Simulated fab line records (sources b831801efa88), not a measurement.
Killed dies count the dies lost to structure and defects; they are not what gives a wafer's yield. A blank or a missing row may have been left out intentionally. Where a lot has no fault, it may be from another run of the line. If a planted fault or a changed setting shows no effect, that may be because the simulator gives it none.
Split-lot experiment | flow gf180mcu | 5 lots, 23 wafers read, on a route of 602 steps

THE SPLIT
At GF_MIM_CVD_05 (deposits Si3N4, target thk 42 nm, time 29.086 s), the setting timeS was moved away from the recipe's 29.086 s on 8 of the 23 wafers read, by -12.7% to +12.1%. The other wafers ran this setting at the recipe's value.

Split to reading: the file shows no intervening step.

THE READING
Values of MIM_CVD_05_THK in nm from GF_MIM_THK_MEAS_06. On this fab line, fault-free wafers typically give 41.9 nm with a standard deviation of 0.53 nm.

wafer  | tool, chamber at the split | timeS as run, s | against the recipe | MIM_CVD_05_THK, nm | against lot-mates on the recipe
L076.2 | pecvd-03, 2                | 25.4            | -12.7%             | 36.4               | -6.3
L076.3 | pecvd-03, 1                | 29.086          | recipe             | 42.1               | -
L076.4 | pecvd-03, 2                | 29.086          | recipe             | 43.1               | -
L076.5 | pecvd-03, 0                | 25.4            | -12.7%             | 37.1               | -5.6
L076.6 | pecvd-03, 1                | 29.086          | recipe             | 42.8               | -
L077.1 | pecvd-04, 0                | 29.086          | recipe             | 42.1               | -
L077.2 | pecvd-04, 1                | 29.086          | recipe             | 42.0               | -
L077.6 | pecvd-04, 2                | 29.086          | recipe             | 43.3               | -
L080.1 | pecvd-01, 1                | 32.61           | +12.1%             | 46.5               | +4.7
L080.2 | pecvd-01, 0                | 29.086          | recipe             | 41.5               | -
L080.3 | pecvd-01, 2                | 29.086          | recipe             | 41.7               | -
L080.5 | pecvd-01, 1                | 32.61           | +12.1%             | 47.8               | +6.0
L080.6 | pecvd-01, 2                | 29.086          | recipe             | 42.1               | -
L082.1 | pecvd-01, 0                | 27.61           | -5.1%              | 39.1               | -2.8
L082.2 | pecvd-01, 2                | 29.086          | recipe             | 41.7               | -
L082.3 | pecvd-01, 1                | 29.086          | recipe             | 41.6               | -
L082.5 | pecvd-01, 2                | 29.086          | recipe             | 42.4               | -
L082.6 | pecvd-01, 1                | 27.61           | -5.1%              | 40.4               | -1.5
L084.1 | pecvd-03, 1                | 27.87           | -4.2%              | 40.0               | -1.5
L084.2 | pecvd-03, 0                | 29.086          | recipe             | 41.2               | -
L084.3 | pecvd-03, 2                | 27.87           | -4.2%              | 39.2               | -2.3
L084.5 | pecvd-03, 2                | 29.086          | recipe             | 41.5               | -
L084.6 | pecvd-03, 1                | 29.086          | recipe             | 41.7               | -

THE FIT
A straight line over all 23 wafers: MIM_CVD_05_THK changes by +0.429 nm for each +1% of timeS; r = +0.97; the points scatter about the line by 0.63 nm.
The same after taking each lot's own level away (the mean of its wafers on the recipe; 23 wafers): +0.453 nm for each +1%; r = +0.98; scatter 0.47 nm.
According to that fit, moving timeS by its largest amount changes the reading by 5.7 nm.
Measured against the standard deviation above, the lots' own levels, which go from 41.47 to 42.67 nm, span 2.3 times it.
The two slopes agree, so the slope changes little with the lot-to-lot level.
Check: for one of the wafers moved furthest among these (-12.7%), held out of the fit, the line's prediction against its lot-mates is -5.58 nm. It came out at -6.27 nm against them.

THESE WAFERS: OTHER SPLITS
These wafers also went through other splits before the reading. Each is held against what the fit with the lots' levels taken away leaves over:
other split on the same wafers | wafers away from the commonest value | r with MIM_CVD_05_THK (lot level and that fit taken away)
GF_V4_COAT_09 resistThkNm      | 5                                    | +0.16
GF_V4_SPUTTER_22 powerW        | 7                                    | +0.23

THE WHOLE CHAIN: every reading that the file lists as answering this split, in the file's order
step               | what it does                                    | reading                                                                    | change (the file's fit)               | r (the file's)
GF_MIM_CVD_05      | deposits Si3N4, target thk 42 nm, time 29.086 s | Si3N4_of_MIM_CVD_05.thkNm (the simulator's own value, which no gauge read) | +0.455 nm for each +1% of the setting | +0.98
GF_MIM_THK_MEAS_06 |                                                 | MIM_CVD_05_THK                                                             | +0.452 for each +1% of the setting    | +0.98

FILE'S OWN FIT
MIM_CVD_05_THK changes by +0.452 nm for each +1% of timeS, r = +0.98.
